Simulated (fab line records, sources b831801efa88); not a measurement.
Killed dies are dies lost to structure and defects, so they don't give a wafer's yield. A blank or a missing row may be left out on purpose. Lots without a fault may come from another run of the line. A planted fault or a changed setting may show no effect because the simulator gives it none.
fab line records | flow sky130
record lots=14 wafers=42 last_day=50
route steps=708 shown METAL5@677 PAD_OPEN@708
lots that met no fault: from a run of the same line without faults
start_h: hours from the record's first day to the start of the lot's first wafer shown | wait_h: hours since the lot's step before | " the same as in the row above | L1.1+2: a row that stands for several wafers | - no value, or no start given | * or withheld: withheld | < > ~ a bound
route shown NAME@n: a module of which the file shows steps, and the number in the route of the first | usual: mean/standard deviation of fault-free wafers | same: alike in all rows | chamber/n: place in a boat | sites: the reading at each site | _std_site: their standard deviation | _edge_site: outer sites' mean less inner sites' | radius_mm: how far each site lies from the wafer's centre | mask NAME#n: copy n | behind: the tool/chamber that last shaped the wafer | hold: why the lot was held/for how many hours/how that ended | device: the transistor (n, p or np) that didn't switch | end of line: the same wafers' tests at the end of the route | a step without rows: its recipe alone | killed: dies lost to structure and defects at the first sort, not the wafer's yield | map: a wafer's dies, x killed, . not, _ none there
set.NAME: the setting as run; set.NAME@STEP: as run at that earlier step | model.NAME: the simulator's own value behind a step, which no gauge read
steps of the route over a sample of lots; a table a step, a row a wafer
services: from which hour (start_h, from the record's first day; less than 0 if before it) a tool's chamber was out of use, for how many hours, and why
## steps
# step SKY_METAL5_STRIP_16
# recipe chemistry=O2/N2 power_w=1400 pressure_mtorr=1500 platen_temp_c=withheld o2_flow_sccm=3000 n2_flow_sccm=300 overash_fraction=0.5
# usual drypump_motor_current_A=5.9/0.36 oes_product_au=0.710/0.0043 strip_time_to_endpoint_s=13.08/0.12
# columns lot.wafer tool chamber start_h wait_h drypump_motor_current_A oes_product_au rf_hours_counter_h strip_time_to_endpoint_s
L260.3 plasma_asher-03 1 1028.11 0.1 5.6 0.707 - 13.15
L260.4 " 0 " " 5.9 0.710 - 13.25
L260.5 " 0 " " 5.9 0.713 - 13.12
L261.1 plasma_asher-03 1 1033.93 0.2 5.6 0.712 124 13.04
L261.5 " 1 " " 5.6 0.711 - 12.88
L261.6 " 0 " " 6.0 0.719 - 13.06
L262.3 plasma_asher-02 1 1039.03 0.3 5.8 0.716 - 13.21
L262.4 " 0 " " 6.5 0.709 - 13.13
L262.6 " 1 " " 5.8 0.706 - 13.11
L263.1 plasma_asher-03 1 1044.53 0.2 5.6 0.716 125 12.94
L263.2 " 0 " " 5.9 0.710 125 13.09
L263.6 " 1 " " 5.6 0.710 - 13.15
L264.4 plasma_asher-02 0 1069.32 0.1 6.5 0.710 - 13.05
L264.5 " 1 " " 5.8 0.706 - 13.09
L264.6 " 0 " " 6.5 0.705 - 13.24
L265.3 plasma_asher-04 0 1074.62 0.1 5.9 0.705 - 13.08
L265.5 " 0 " " 5.9 0.711 - 13.08
L265.6 " 1 " " 5.3 0.717 - 12.96
L267.2 plasma_asher-03 0 1087.88 0.2 6.0 0.714 2 13.10
L267.4 " 1 " " 5.7 0.712 - 13.25
L267.5 " 1 " " 5.7 0.711 - 13.04
L268.1 plasma_asher-03 0 1091.39 0.2 5.9 0.717 3 12.98
L268.2 " 1 " " 5.6 0.697 3 13.15
L268.5 " 0 " " 5.9 0.709 - 12.97
L272.3 plasma_asher-03 0 1110.46 0.1 5.9 0.709 - 12.95
L272.4 " 1 " " 5.6 0.710 - 13.19
L272.5 " 1 " " 5.6 0.707 - 13.23
L273.2 plasma_asher-02 0 1113.68 0.2 6.5 0.709 101 12.83
L273.4 " 1 " " 5.8 0.713 - 12.80
L273.5 " 0 " " 6.5 0.710 - 12.82
L274.1 plasma_asher-02 0 1120.68 0.2 6.5 0.713 102 13.03
L274.5 " 1 " " 5.8 0.708 - 13.01
L274.6 " 0 " " 6.5 0.704 - 13.19
L278.2 plasma_asher-02 0 1137.43 0.2 6.5 0.708 103 13.01
L278.3 " 1 " " 5.8 0.708 - 13.00
L278.4 " 0 " " 6.5 0.713 - 13.14
L280.2 plasma_asher-03 1 1155.78 0.2 5.6 0.711 9 12.94
L280.4 " 0 " " 5.9 0.707 - 12.88
L280.5 " 1 " " 5.6 0.708 - 12.91
L282.2 plasma_asher-03 0 1158.94 0.2 5.9 0.710 9 13.11
L282.4 " 0 " " 5.9 0.716 - 12.89
L282.6 " 1 " " 5.7 0.706 - 12.89
# step SKY_PAD_OPEN_PROBE_99
# usual defect_limited_yield=82.7/1.9 killed_at_M0_to_M3=43/6.8 killed_at_M4_up=3.0/1.8 killed_at_contacts=23/5.4 killed_at_front_end=15/4.4 killed_at_other=0.3/0.51 killed_dies=85/9.2 killed_open=47/6.8 killed_short=39/6.8 sort_bin_3_pad_short=0.8/0.43 sort_bin_5_function=10.3/1.5 sort_bin_6_memory=6.2/0.96 sort_n_pass=407/9.2 sort_yield_pct=82.7/1.9
# same gross_dies=492 killed_at_back_side=0 sort_bin_4_leakage[%]=0 sort_bin_8_speed[%]=0
# columns lot.wafer tool chamber start_h wait_h defect_limited_yield[%] killed_at_M0_to_M3 killed_at_M4_up killed_at_contacts killed_at_front_end killed_at_other killed_dies killed_open killed_short sort_bin_3_pad_short[%] sort_bin_5_function[%] sort_bin_6_memory[%] sort_n_pass sort_yield_pct[%]
L274.1 prober-02 - 1162.78 0.1 72.6 31 58 28 18 0 135 45 34 5.3 14.4 7.7 357 72.6
L274.5 prober-02 - 1162.98 0.2 71.3 50 48 26 16 1 141 55 40 3.5 19.3 5.9 351 71.3
L274.6 prober-02 - 1163.03 0.2 74.2 26 73 11 16 1 127 31 27 3.9 17.3 4.7 365 74.2
L278.2 prober-02 - 1176.48 0.1 68.7 51 63 25 15 0 154 41 51 4.5 20.9 5.9 338 68.7
L278.3 prober-02 - 1176.53 0.2 70.5 45 52 25 23 0 145 49 46 4.1 16.3 9.1 347 70.5
L278.4 prober-02 - 1176.58 0.2 69.7 41 64 23 21 0 149 50 39 3.3 18.3 8.7 343 69.7
# killed by level:class
L274.1 METAL5:unspecified=56 CONTACT:geometric_particle:open=12 VIA1:geometric_particle:open=8 POLY_GATE:geometric_particle:open=6 LOCAL_INTERCONNECT:geometric_particle:short=6 CONTACT:geometric_particle:short=6 FIELD_ISO:geometric_particle:open=5 METAL1:geometric_particle:short=4
L274.5 METAL5:unspecified=46 VIA1:geometric_particle:open=14 CONTACT:geometric_particle:open=10 METAL2:geometric_particle:short=10 VIA2:geometric_particle:open=6 FIELD_ISO:geometric_particle:open=5 LI_CONTACT:geometric_particle:open=5 VIA3:geometric_particle:open=5
L274.6 METAL5:unspecified=69 VIA1:geometric_particle:open=6 FIELD_ISO:geometric_particle:open=4 POLY_GATE:geometric_particle:short=4 LI_CONTACT:geometric_particle:open=3 LOCAL_INTERCONNECT:geometric_particle:short=3 CONTACT:geometric_particle:open=3 VIA1:geometric_particle:short=3
L278.2 METAL5:unspecified=62 METAL1:geometric_particle:short=10 CONTACT:geometric_particle:open=9 VIA1:geometric_particle:open=9 VIA2:geometric_particle:open=9 POLY_GATE:geometric_particle:short=8 LI_CONTACT:geometric_particle:open=8 METAL2:geometric_particle:short=5
L278.3 METAL5:unspecified=50 METAL1:geometric_particle:short=10 VIA1:geometric_particle:open=10 POLY_GATE:geometric_particle:open=9 CONTACT:geometric_particle:open=6 VIA2:geometric_particle:open=6 VIA3:geometric_particle:open=6 FIELD_ISO:geometric_particle:short=5
L278.4 METAL5:unspecified=60 CONTACT:geometric_particle:open=8 VIA1:geometric_particle:open=7 VIA3:geometric_particle:open=7 LI_CONTACT:geometric_particle:open=6 METAL1:geometric_particle:short=6 VIA2:geometric_particle:open=6 FIELD_ISO:geometric_particle:short=5
## services
# columns tool chamber start_h hours kind
plasma_asher-02 - 1019.71 14.2 repair
plasma_asher-04 - 1037.40 3.3 repair
plasma_asher-03 - 1055.25 9.0 pm
plasma_asher-03 0 1055.25 9.0 vent_cycle
plasma_asher-03 1 1055.25 9.0 vent_cycle
plasma_asher-03 0 1064.25 - clean
plasma_asher-03 1 1064.25 - clean
plasma_asher-04 - 1104.99 2.8 pm
plasma_asher-04 - 1113.73 4.8 repair
plasma_asher-04 - 1126.59 1.7 repair
plasma_asher-03 - 1152.01 1.4 repair
## key
first_sign step=SKY_PAD_OPEN_PROBE_99 reading=killed_at_M4_up direction=up sigmas=32 usual=3.0 struck=59.7
effect step=SKY_PAD_OPEN_PROBE_99 reading=sort_bin_3_pad_short direction=up sigmas=7.5 usual=0.8 struck=4.1
met_at SKY_METAL5_STRIP_16
struck_lots L274,L278
onset_between 1113.68 1120.68
fault kind=chamber_particle_source tool=plasma_asher-02 chamber=- onset_h=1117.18 steps=SKY_METAL5_STRIP_16 rate_per_visit_cm2=1.4594 end_h=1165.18
